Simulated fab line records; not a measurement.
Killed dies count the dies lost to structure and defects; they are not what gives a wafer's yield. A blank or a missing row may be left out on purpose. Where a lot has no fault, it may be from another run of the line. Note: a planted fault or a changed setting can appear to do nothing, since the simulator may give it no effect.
Matching of chambers | flow gf180mcu | 3 sister chambers for GF_V4_CVD_02 on pecvd-01
The step deposits SiO2 from TEOS, target thk 850 nm, time 94.851 s. 3 wafers are shown with their chamber, then 7 later ones without.

## EACH WAFER AND ITS CHAMBER
wafer  | chamber | heater-power-w (W)
L663.5 | 2       | 587
L672.2 | 1       | 699
L672.3 | 0       | 654

## WAFERS WITH NO CHAMBER GIVEN
wafer  | heater-power-w (W)
L672.5 | 719
L675.3 | 658
L675.4 | 707
L675.6 | 765
L676.2 | 681
L676.4 | 752
L676.5 | 581

## EACH ONE'S CHAMBER
wafer  | from the rows above          | in truth
L672.5 | can't be placed: 1 or 0      | 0
L675.3 | can't be placed: 0 or 1 or 2 | 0
L675.4 | can't be placed: 1 or 0      | 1
L675.6 | can't be placed: 1 or 0      | 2
L676.2 | can't be placed: 1 or 0      | 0
L676.4 | can't be placed: 1 or 0      | 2
L676.5 | can't be placed: 2 or 0      | 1
Correct placement for 0 of the 7. Cannot be placed on the basis of these rows: 7; the candidates contain the true chamber in 4. Number placed wrongly: 0.
How it was worked out, from the rows above alone: a wafer's distance from a chamber is the root of the sum, over the readings, of the square of ((its reading less the chamber's mean) divided by the reading's scatter). If the next closest chamber is less than 2 further off than the closest, the wafer can't be placed; otherwise it belongs to the closest. The mean given for a chamber averages the wafers shown for that chamber. The scatter (one wafer shown for each chamber): square how far every hidden wafer sits from the nearest shown wafer, average those squares and take the square root.
